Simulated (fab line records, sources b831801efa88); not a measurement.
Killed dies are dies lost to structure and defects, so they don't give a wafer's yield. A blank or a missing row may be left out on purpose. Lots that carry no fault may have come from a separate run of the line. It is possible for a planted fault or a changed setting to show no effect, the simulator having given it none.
Matching of chambers + flow sky130 + SKY_CAPM_CVD_00 on pecvd-02: 3 sister chambers
The step deposits SiO2, target thk 15.5 nm. 3 wafers are shown with their chamber, then 7 later ones without.

== WAFERS WITH THEIR CHAMBER ==
| wafer  | chamber | heater_power_w (W) |
|--------|---------|--------------------|
| L083.5 | 1       | 697                |
| L090.1 | 0       | 863                |
| L090.3 | 2       | 667                |

== WAFERS WITHOUT THEIR CHAMBER ==
| wafer  | heater_power_w (W) |
|--------|--------------------|
| L090.4 | 881                |
| L092.2 | 609                |
| L092.3 | 955                |
| L092.5 | 616                |
| L094.2 | 591                |
| L094.4 | 889                |
| L094.6 | 567                |

== WHICH CHAMBER EACH ONE RAN IN ==
| wafer  | from the rows above     | in truth |
|--------|-------------------------|----------|
| L090.4 | 0                       | 0        |
| L092.2 | can't be placed: 2 or 1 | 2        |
| L092.3 | 0                       | 0        |
| L092.5 | can't be placed: 2 or 1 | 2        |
| L094.2 | can't be placed: 2 or 1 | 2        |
| L094.4 | 0                       | 0        |
| L094.6 | can't be placed: 2 or 1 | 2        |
Correct placement for 3 of the 7. These rows do not allow placing 4 (true chamber among the candidates in 4). Wrongly placed: 0.
How it was worked out, from the rows above alone: a wafer's distance from a chamber is the root of the sum, over the readings, of the square of ((its reading less the chamber's mean) divided by the reading's scatter). If the next closest chamber is less than 2 further off than the closest, the wafer can't be placed; otherwise it belongs to the closest. The mean given for a chamber averages the wafers shown for that chamber. The scatter: root of mean squared gap, hidden wafer to nearest shown wafer, with one shown wafer a chamber.
